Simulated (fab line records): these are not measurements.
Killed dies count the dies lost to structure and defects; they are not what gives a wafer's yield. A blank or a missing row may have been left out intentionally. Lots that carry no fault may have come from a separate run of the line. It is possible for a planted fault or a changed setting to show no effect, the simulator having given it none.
One fault through the eyes of 2 desks -- flow sky130 -- what lay behind the numbers comes last; until then each desk has only its own

FOR THE TOOL OWNER'S DESK: litho track-02
The tool's own readings at SKY_LDD_N_COAT_02 (resist thk 300 nm): means of the sampled wafers that have a number, for each lot that ran on this tool. A lot is out of limits, marked OUT, if its mean lies more than 4 standard deviations from the usual mean; the brackets give that distance.
Columns: A = spin speed rpm at SKY_LDD_N_COAT_02, usual 3000.2 rpm
lot,first seen here,A
L214,day 18 17:52,3000.9
L216,day 19 07:29,2999.2
L221,day 21 20:50,2929.9 (-35) OUT
L222,day 22 07:34,2931.5 (-34) OUT
L232,day 25 07:22,2998.8
L233,day 25 09:08,3000.4
This desk's finding: out of limits on L221, L222; first on L221, day 21 20:50 (spin speed rpm at SKY_LDD_N_COAT_02). L214, L216, L232, L233 stayed within limits.

FROM THE METROLOGY DESK
What the gauges read for every lot (on any tool): the sampled wafers with a number, averaged. A lot is out of limits, marked OUT, if its mean lies more than 4 standard deviations from the usual mean; the brackets give that distance.
Columns: A = VT_ADJUST_PCH_OVL at SKY_VT_ADJUST_PCH_OVL_MEAS_07, usual -0.9 nm; B = POLY_GATE_OVL at SKY_POLY_GATE_OVL_MEAS_14, usual -1 nm
lot,first seen here,A,B
L212,day 10 20:49,-1.8,7
L214,day 11 16:03,0.0,-1
L215,day 11 20:08,-1.0,-1
L216,day 12 04:29,-2.3,4
L217,day 12 13:54,-0.6,-4
L219,day 13 11:31,-1.6,2
L221,day 14 01:34,-2.3,3
L222,day 14 12:41,-3.6,-3
L224,day 14 22:10,0.9,8
L228,day 16 12:07,-1.0,-3
L231,day 17 02:18,-1.2,0
L232,day 17 11:56,-0.4,-6
L233,day 17 16:08,-0.5,-3
This desk's verdict: no lot among the 13 shows anything out of limits.

ALL TOGETHER
On L221, L222, at day 21 20:50, an alarm was possible from the tool owner's desk.
At the metrology desk, nothing out of limits was observed.
The metrology desk has L221, L222 on record, within its limits.
On litho track-02, each named lot ran SKY_LDD_N_COAT_02.

WHAT THE SIMULATOR HAD PUT IN
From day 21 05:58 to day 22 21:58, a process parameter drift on litho track-02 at SKY_LDD_N_COAT_02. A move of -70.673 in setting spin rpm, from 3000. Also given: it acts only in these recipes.
Shown lots that were struck: L221, L222.
Time in hours from fault onset to the first out-of-limits reading at each desk: the tool owner's desk, 15.
